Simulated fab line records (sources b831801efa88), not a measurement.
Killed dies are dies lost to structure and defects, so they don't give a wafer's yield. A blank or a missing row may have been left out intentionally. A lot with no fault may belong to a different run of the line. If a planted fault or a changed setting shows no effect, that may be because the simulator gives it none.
fab line records ; flow sky130
record: lots: 10; wafers: 30; last_day: 49
route steps=708 shown METAL1@436 VIA1@478 METAL2@485 VIA2@519
lots untouched by any fault: they come from a run of this same line in which no faults occurred
start_h: start of the lot's first displayed wafer, in hours after the record's first day ; wait_h: hours since the lot's step before ; " the same as in the row above ; L1.1+2: one row covering several wafers at once ; - either no value or no given start ; * or withheld: withheld ; < > ~ a bound
route shown NAME@n: names a module that has steps shown in the file, with the first one's number in the route ; usual: mean/standard deviation taken from wafers without a fault ; same: alike in all rows ; chamber/n: place in a boat ; sites: readings site by site ; _std_site: the values' standard deviation ; _edge_site: the outer-site mean with the inner-site mean subtracted ; radius_mm: how far each site lies from the wafer's centre ; mask NAME#n: copy n ; behind: the last tool/chamber to shape the wafer ; hold: reason for holding the lot/hours on hold/outcome of the hold ; device: which transistor (n, p or np) failed to switch ; end of line: tests of these same wafers at the route's end ; where a step has no rows: the recipe by itself ; killed: at the first sort, the dies lost to defects and structure; wafer yield is something else ; map: a wafer's dies, marking killed ones x, the rest . and places with no die _
set.NAME: the run value of the setting; set.NAME@STEP: its run value at that earlier step ; model.NAME: the simulator's own value behind a step, which no gauge read
the route's steps for a sample of lots (tables are steps, rows are wafers)
services: a tool's chamber out of use, with start hour (start_h, from the record's first day; less than 0 if before it), hours out, and reason
== steps ==
step: SKY_METAL1_SPUTTER_02
recipe: material: AlCu; target_thk_nm: 250; power_w: 10600; time_s: 13.3; chamber_pressure_pa: 0.4
usual: throttle_valve_pct: 29.9/1.2
lot.wafer;tool;chamber;start_h;wait_h;throttle_valve_pct
L722.1;pvd_sputter-02;-;752.59;0.0;31.5
L722.2;pvd_sputter-02;-;752.59;0.0;29.6
L722.3;pvd_sputter-02;-;752.59;0.0;29.2
L727.2;pvd_sputter-04;-;798.49;0.0;28.3
L727.4;pvd_sputter-04;-;798.49;0.0;28.4
L727.5;pvd_sputter-04;-;798.49;0.0;31.8
L728.1;pvd_sputter-04;-;804.64;0.0;28.7
L728.3;pvd_sputter-04;-;804.64;0.0;32.0
L728.6;pvd_sputter-04;-;804.64;0.0;28.8
L729.1;pvd_sputter-01;-;814.64;0.0;30.5
L729.4;pvd_sputter-01;-;814.64;0.0;29.7
L729.5;pvd_sputter-01;-;814.64;0.0;30.0
L731.3;pvd_sputter-04;-;834.19;0.0;29.1
L731.4;pvd_sputter-04;-;834.19;0.0;28.6
L731.6;pvd_sputter-04;-;834.19;0.0;28.6
L733.1;pvd_sputter-04;-;838.53;0.0;28.9
L733.2;pvd_sputter-04;-;838.53;0.0;31.9
L733.6;pvd_sputter-04;-;838.53;0.0;28.4
L734.1;pvd_sputter-02;-;844.83;0.0;30.2
L734.2;pvd_sputter-02;-;844.83;0.0;31.3
L734.6;pvd_sputter-02;-;844.83;0.0;29.4
L736.1;pvd_sputter-02;-;847.61;0.0;29.2
L736.4;pvd_sputter-02;-;847.61;0.0;30.1
L736.5;pvd_sputter-02;-;847.61;0.0;29.9
L738.1;pvd_sputter-04;-;869.09;0.0;28.6
L738.2;pvd_sputter-04;-;869.09;0.0;31.8
L738.4;pvd_sputter-04;-;869.09;0.0;28.7
L741.3;pvd_sputter-02;-;883.94;0.0;29.4
L741.5;pvd_sputter-02;-;883.94;0.0;31.3
L741.6;pvd_sputter-02;-;883.94;0.0;29.2
step: SKY_VIA1_SPUTTER_20
recipe: material: TiN; target_thk_nm: 20; chamber_pressure_pa: 5; power_w: 4000; time_s: 80
usual: throttle_valve_pct: 29.9/1.2
lot.wafer;tool;chamber;start_h;wait_h;throttle_valve_pct
L722.1;pvd_sputter-03;-;807.10;0.0;30.7
L722.2;pvd_sputter-03;-;807.10;0.0;28.0
L722.3;pvd_sputter-03;-;807.10;0.0;29.6
L727.2;pvd_sputter-03;-;851.69;0.0;28.1
L727.4;pvd_sputter-03;-;851.69;0.0;30.8
L727.5;pvd_sputter-03;-;851.69;0.0;31.3
L728.1;pvd_sputter-03;-;855.78;0.0;28.3
L728.3;pvd_sputter-03;-;855.78;0.0;31.0
L728.6;pvd_sputter-03;-;855.78;0.0;31.0
L729.1;pvd_sputter-03;-;868.72;0.0;28.0
L729.4;pvd_sputter-03;-;868.72;0.0;30.7
L729.5;pvd_sputter-03;-;868.72;0.0;28.0
L731.3;pvd_sputter-01;-;887.67;0.0;29.6
L731.4;pvd_sputter-01;-;887.67;0.0;29.8
L731.6;pvd_sputter-01;-;887.67;0.0;31.5
L733.1;pvd_sputter-01;-;891.93;0.0;28.2
L733.2;pvd_sputter-01;-;891.93;0.0;30.4
L733.6;pvd_sputter-01;-;891.93;0.0;30.9
L734.1;pvd_sputter-01;-;898.95;0.0;28.3
L734.2;pvd_sputter-01;-;898.95;0.0;29.9
L734.6;pvd_sputter-01;-;898.95;0.0;31.5
L736.1;pvd_sputter-04;-;901.72;0.0;28.5
L736.4;pvd_sputter-04;-;901.72;0.0;31.7
L736.5;pvd_sputter-04;-;901.72;0.0;31.5
L738.1;pvd_sputter-01;-;922.14;0.0;28.4
L738.2;pvd_sputter-01;-;922.14;0.0;30.5
L738.4;pvd_sputter-01;-;922.14;0.0;31.3
L741.3;pvd_sputter-01;-;935.00;0.0;29.8
L741.5;pvd_sputter-01;-;935.00;0.0;30.3
L741.6;pvd_sputter-01;-;935.00;0.0;28.5
step: SKY_METAL2_SPUTTER_02
recipe: material: AlCu; target_thk_nm: 250; power_w: 10600; time_s: 13.3; chamber_pressure_pa: 0.4
usual: throttle_valve_pct: 29.9/1.2
lot.wafer;tool;chamber;start_h;wait_h;throttle_valve_pct
L722.1;pvd_sputter-04;-;807.83;0.0;32.0
L722.2;pvd_sputter-04;-;807.83;0.0;28.2
L722.3;pvd_sputter-04;-;807.83;0.0;28.9
L727.2;pvd_sputter-04;-;852.37;0.0;28.7
L727.4;pvd_sputter-04;-;852.37;0.0;31.6
L727.5;pvd_sputter-04;-;852.37;0.0;29.1
L728.1;pvd_sputter-02;-;856.48;0.0;29.6
L728.3;pvd_sputter-02;-;856.48;0.0;29.9
L728.6;pvd_sputter-02;-;856.48;0.0;29.5
L729.1;pvd_sputter-03;-;869.40;0.0;29.9
L729.4;pvd_sputter-03;-;869.40;0.0;30.7
L729.5;pvd_sputter-03;-;869.40;0.0;30.7
L731.3;pvd_sputter-04;-;888.35;0.0;29.1
L731.4;pvd_sputter-04;-;888.35;0.0;28.6
L731.6;pvd_sputter-04;-;888.35;0.0;31.6
L733.1;pvd_sputter-03;-;892.61;0.0;29.7
L733.2;pvd_sputter-03;-;892.61;0.0;28.1
L733.6;pvd_sputter-03;-;892.61;0.0;28.4
L734.1;pvd_sputter-03;-;899.63;0.0;31.1
L734.2;pvd_sputter-03;-;899.63;0.0;28.1
L734.6;pvd_sputter-03;-;899.63;0.0;31.2
L736.1;pvd_sputter-02;-;902.40;0.0;29.7
L736.4;pvd_sputter-02;-;902.40;0.0;29.9
L736.5;pvd_sputter-02;-;902.40;0.0;29.9
L738.1;pvd_sputter-03;-;923.77;0.0;29.7
L738.2;pvd_sputter-03;-;923.77;0.0;30.8
L738.4;pvd_sputter-03;-;923.77;0.0;27.9
L741.3;pvd_sputter-03;-;935.68;0.0;30.9
L741.5;pvd_sputter-03;-;935.68;0.0;30.7
L741.6;pvd_sputter-03;-;935.68;0.0;28.4
step: SKY_METAL2_RS_MEAS_05
recipe: thk_meas_gauge: four-point-probe; reads: TiN_of_METAL2_SPUTTER_04+Ti_of_METAL2_SPUTTER_03+AlCu_of_METAL2_SPUTTER_02+TiN_of_METAL2_SPUTTER_01+Ti_of_METAL2_SPUTTER_00
usual: METAL2_ALCU_RS: 0.1265/0.0016
lot.wafer;tool;chamber;start_h;wait_h;METAL2_ALCU_RS[ohm/sq]
L722.1;film_metro-02;-;807.92;0.0;0.1253
L722.2;film_metro-02;-;807.92;0.0;0.1277
L722.3;film_metro-02;-;807.92;0.0;0.1267
L727.2;film_metro-02;-;852.48;0.0;0.1256
L727.4;film_metro-02;-;852.48;0.0;0.1555
L727.5;film_metro-02;-;852.48;0.0;0.1256
L728.1;film_metro-01;-;856.57;0.0;0.1253
L728.3;film_metro-01;-;856.57;0.0;0.1239
L728.6;film_metro-01;-;856.57;0.0;0.1253
L729.1;film_metro-03;-;869.49;0.0;0.1276
L729.4;film_metro-03;-;869.49;0.0;0.1284
L729.5;film_metro-03;-;869.49;0.0;0.1279
L731.3;film_metro-01;-;888.49;0.1;0.1549
L731.4;film_metro-01;-;888.49;0.1;0.1559
L731.6;film_metro-01;-;888.49;0.1;0.1246
L733.1;film_metro-03;-;892.70;0.0;0.1275
L733.2;film_metro-03;-;892.70;0.0;0.1277
L733.6;film_metro-03;-;892.70;0.0;0.1278
L734.1;film_metro-03;-;899.72;0.0;0.1272
L734.2;film_metro-03;-;899.72;0.0;0.1275
L734.6;film_metro-03;-;899.72;0.0;0.1266
L736.1;film_metro-01;-;902.49;0.0;0.1251
L736.4;film_metro-01;-;902.49;0.0;0.1244
L736.5;film_metro-01;-;902.49;0.0;0.1240
L738.1;film_metro-03;-;924.01;0.2;0.1287
L738.2;film_metro-03;-;924.01;0.2;0.1270
L738.4;film_metro-03;-;924.01;0.2;0.1272
L741.3;film_metro-01;-;935.81;0.1;0.1266
L741.5;film_metro-01;-;935.81;0.1;0.1268
L741.6;film_metro-01;-;935.81;0.1;0.1275
step: SKY_METAL2_THK_MEAS_06
recipe: thk_meas_gauge: xrf; reads: AlCu_of_METAL2_SPUTTER_02
usual: METAL2_ALCU_THK: 250/3.3
lot.wafer;tool;chamber;start_h;wait_h;METAL2_ALCU_THK[nm]
L722.1;film_metro-02;-;808.04;0.1;251
L722.2;film_metro-02;-;808.04;0.1;247
L722.3;film_metro-02;-;808.04;0.1;250
L727.2;film_metro-02;-;852.59;0.1;252
L727.4;film_metro-02;-;852.59;0.1;206
L727.5;film_metro-02;-;852.59;0.1;253
L728.1;film_metro-01;-;856.69;0.1;253
L728.3;film_metro-01;-;856.69;0.1;255
L728.6;film_metro-01;-;856.69;0.1;254
L729.1;film_metro-03;-;869.61;0.1;249
L729.4;film_metro-03;-;869.61;0.1;248
L729.5;film_metro-03;-;869.61;0.1;248
L731.3;film_metro-01;-;888.59;0.1;206
L731.4;film_metro-01;-;888.59;0.1;207
L731.6;film_metro-01;-;888.59;0.1;255
L733.1;film_metro-03;-;892.82;0.1;253
L733.2;film_metro-03;-;892.82;0.1;250
L733.6;film_metro-03;-;892.82;0.1;247
L734.1;film_metro-03;-;899.84;0.1;249
L734.2;film_metro-03;-;899.84;0.1;251
L734.6;film_metro-03;-;899.84;0.1;249
L736.1;film_metro-01;-;902.61;0.1;254
L736.4;film_metro-01;-;902.61;0.1;257
L736.5;film_metro-01;-;902.61;0.1;257
L738.1;film_metro-03;-;924.13;0.1;246
L738.2;film_metro-03;-;924.13;0.1;249
L738.4;film_metro-03;-;924.13;0.1;249
L741.3;film_metro-01;-;935.91;0.1;250
L741.5;film_metro-01;-;935.91;0.1;250
L741.6;film_metro-01;-;935.91;0.1;247
step: SKY_METAL2_METAL_ETCH_19
recipe: target_depth_a: 3600; stop_on: SiO2; over_etch_frac: 0.3; time_s: 78; chemistry: Cl2/BCl3; resist_sidewall_deg: 88; pressure_mtorr: 10; icp_w: 900; bias_w: 48.5; Cl2_flow_sccm: 60; bcl3_flow_sccm: 30
usual: bcl3_flow_sccm: 30.01/0.083; drypump_motor_current_A: 5.7/0.32; oes_product_au: 0.855/0.0055; rf_fwd_power_W: 893.3/2.8; throttle_valve_pct: 22.265/0.0085
lot.wafer;tool;chamber;start_h;wait_h;bcl3_flow_sccm;drypump_motor_current_A;oes_product_au;rf_fwd_power_W;rf_hours_counter_h;throttle_valve_pct
L722.1;rie_metal-01;1;833.31;0.1;30.05;5.3;0.855;892.4;11;22.263
L722.2;rie_metal-01;1;833.31;0.1;30.00;5.3;0.852;896.8;-;22.284
L722.3;rie_metal-01;1;833.31;0.1;30.01;5.3;0.857;893.6;-;22.249
L727.2;rie_metal-01;1;879.46;0.0;29.86;5.3;0.852;886.6;14;22.264
L727.4;rie_metal-01;1;879.46;0.0;29.84;5.3;0.815;891.5;-;22.251
L727.5;rie_metal-01;1;879.46;0.0;29.98;5.3;0.862;894.0;-;22.252
L728.1;rie_metal-01;0;882.27;0.0;29.89;5.8;0.855;891.0;16;22.264
L728.3;rie_metal-01;0;882.27;0.0;29.97;5.8;0.863;891.0;-;22.253
L728.6;rie_metal-01;0;882.27;0.0;29.99;5.8;0.855;887.3;-;22.265
L729.1;rie_metal-02;0;895.41;0.1;30.05;6.0;0.861;898.7;4;22.268
L729.4;rie_metal-02;0;895.41;0.1;29.98;6.0;0.859;890.8;-;22.257
L729.5;rie_metal-02;0;895.41;0.1;29.94;6.0;0.847;894.8;-;22.258
L731.3;rie_metal-03;1;914.07;0.1;30.05;6.0;0.821;889.7;-;22.267
L731.4;rie_metal-03;1;914.07;0.1;29.95;6.0;0.815;893.8;-;22.249
L731.6;rie_metal-03;1;914.07;0.1;29.97;6.0;0.864;895.9;-;22.268
L733.1;rie_metal-01;1;918.26;0.1;30.00;5.3;0.857;894.2;16;22.272
L733.2;rie_metal-01;1;918.26;0.1;29.93;5.3;0.856;892.9;-;22.267
L733.6;rie_metal-01;1;918.26;0.1;29.98;5.3;0.850;894.6;-;22.268
L734.1;rie_metal-01;1;924.41;0.1;30.06;5.3;0.853;894.6;17;22.277
L734.2;rie_metal-01;1;924.41;0.1;30.12;5.3;0.847;894.4;-;22.248
L734.6;rie_metal-01;1;924.41;0.1;30.00;5.3;0.858;891.9;-;22.248
L736.1;rie_metal-01;1;927.51;0.1;30.03;5.3;0.852;890.6;17;22.257
L736.4;rie_metal-01;1;927.51;0.1;30.08;5.3;0.865;892.8;-;22.265
L736.5;rie_metal-01;1;927.51;0.1;29.99;5.3;0.860;888.6;-;22.267
L738.1;rie_metal-01;0;948.46;0.0;30.19;5.8;0.848;897.3;1;22.272
L738.2;rie_metal-01;1;948.46;0.0;30.00;5.3;0.859;889.0;18;22.279
L738.4;rie_metal-01;1;948.46;0.0;30.09;5.3;0.850;893.2;-;22.263
L741.3;rie_metal-01;1;960.10;0.1;30.02;5.3;0.854;895.2;-;22.266
L741.5;rie_metal-01;0;960.10;0.1;29.87;5.8;0.850;894.4;-;22.256
L741.6;rie_metal-01;1;960.10;0.1;30.08;5.3;0.851;892.4;-;22.280
step: SKY_VIA2_CD_MEAS_12
recipe: target_cd_nm: 200
usual: cd_nm: 199.7/1.5
lot.wafer;tool;chamber;start_h;wait_h;cd_nm
L722.1;cd_sem-02;-;860.25;-;199.9
L722.2;cd_sem-02;-;860.25;-;199.8
L722.3;cd_sem-02;-;860.25;-;199.2
L727.2;cd_sem-01;-;905.68;-;201.0
L727.4;cd_sem-01;-;905.68;-;202.2
L727.5;cd_sem-01;-;905.68;-;202.7
L728.1;cd_sem-01;-;908.61;-;200.6
L728.3;cd_sem-01;-;908.61;-;201.1
L728.6;cd_sem-01;-;908.61;-;199.0
L729.1;cd_sem-01;-;922.00;-;199.9
L729.4;cd_sem-01;-;922.00;-;200.6
L729.5;cd_sem-01;-;922.00;-;200.3
L731.3;cd_sem-01;-;939.80;-;200.5
L731.4;cd_sem-01;-;939.80;-;200.7
L731.6;cd_sem-01;-;939.80;-;199.6
L733.1;cd_sem-01;-;944.10;-;200.8
L733.2;cd_sem-01;-;944.10;-;201.3
L733.6;cd_sem-01;-;944.10;-;201.5
L734.1;cd_sem-02;-;950.10;-;200.2
L734.2;cd_sem-02;-;950.10;-;200.5
L734.6;cd_sem-02;-;950.10;-;200.8
L736.1;cd_sem-02;-;952.76;-;198.5
L736.4;cd_sem-02;-;952.76;-;201.0
L736.5;cd_sem-02;-;952.76;-;200.6
L738.1;cd_sem-02;-;973.16;-;197.3
L738.2;cd_sem-02;-;973.16;-;197.8
L738.4;cd_sem-02;-;973.16;-;196.4
L741.3;cd_sem-01;-;984.00;-;199.0
L741.5;cd_sem-01;-;984.00;-;200.1
L741.6;cd_sem-01;-;984.00;-;199.8
== services ==
tool;chamber;start_h;hours;kind
rie_metal-03;-;730.67;0.6;repair
pvd_sputter-01;-;742.84;2.4;repair
rie_metal-03;-;746.87;1.4;pm
rie_metal-01;1;756.07;12.2;repair
pvd_sputter-04;-;783.67;8.1;repair
pvd_sputter-03;-;789.45;3.3;repair
pvd_sputter-01;-;831.39;9.1;repair
rie_metal-01;0;832.89;21.3;repair
pvd_sputter-01;-;837.31;6.6;repair
pvd_sputter-04;2;839.80;-;consumable_replace:kit
pvd_sputter-04;2;839.80;18.0;scheduled_down
pvd_sputter-04;2;839.80;18.0;vent_cycle
pvd_sputter-01;-;854.90;13.0;repair
rie_metal-02;1;863.70;17.8;repair
rie_metal-01;-;870.58;0.6;repair
pvd_sputter-04;-;883.74;1.3;repair
rie_metal-01;0;906.92;-;clean
rie_metal-01;0;906.92;23.0;scheduled_down
rie_metal-01;-;935.88;0.3;repair
pvd_sputter-03;-;951.90;0.8;repair
pvd_sputter-04;-;953.45;2.4;repair
pvd_sputter-03;0;958.13;-;consumable_replace:kit
pvd_sputter-03;0;958.13;18.0;scheduled_down
pvd_sputter-03;0;958.13;18.0;vent_cycle
== key ==
first_sign: step: SKY_METAL2_RS_MEAS_05; reading: METAL2_ALCU_RS; direction: up; sigmas: 19; usual: 0.1265; struck: 0.1554
effect: step: SKY_METAL2_THK_MEAS_06; reading: METAL2_ALCU_THK; direction: down; sigmas: 13; usual: 250; struck: 206
effect: step: SKY_METAL2_METAL_ETCH_19; reading: oes_product_au; direction: down; sigmas: 6.9; usual: 0.855; struck: 0.817
met_at SKY_METAL2_SPUTTER_02
struck_lots L727,L731
struck_wafers L727.4,L731.3,L731.4
not_acting_at SKY_METAL1_SPUTTER_02,SKY_VIA1_SPUTTER_20,SKY_VIA2_CD_MEAS_12
onset_between 807.83 852.37
fault: kind: process_parameter_drift; tool: pvd_sputter-04; chamber: -; onset_h: 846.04; steps: SKY_METAL2_SPUTTER_02; channel: time_s; offset: *; shape: step; end_h: 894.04; scope: struck_wafers_only; acts_in: *; stated: *
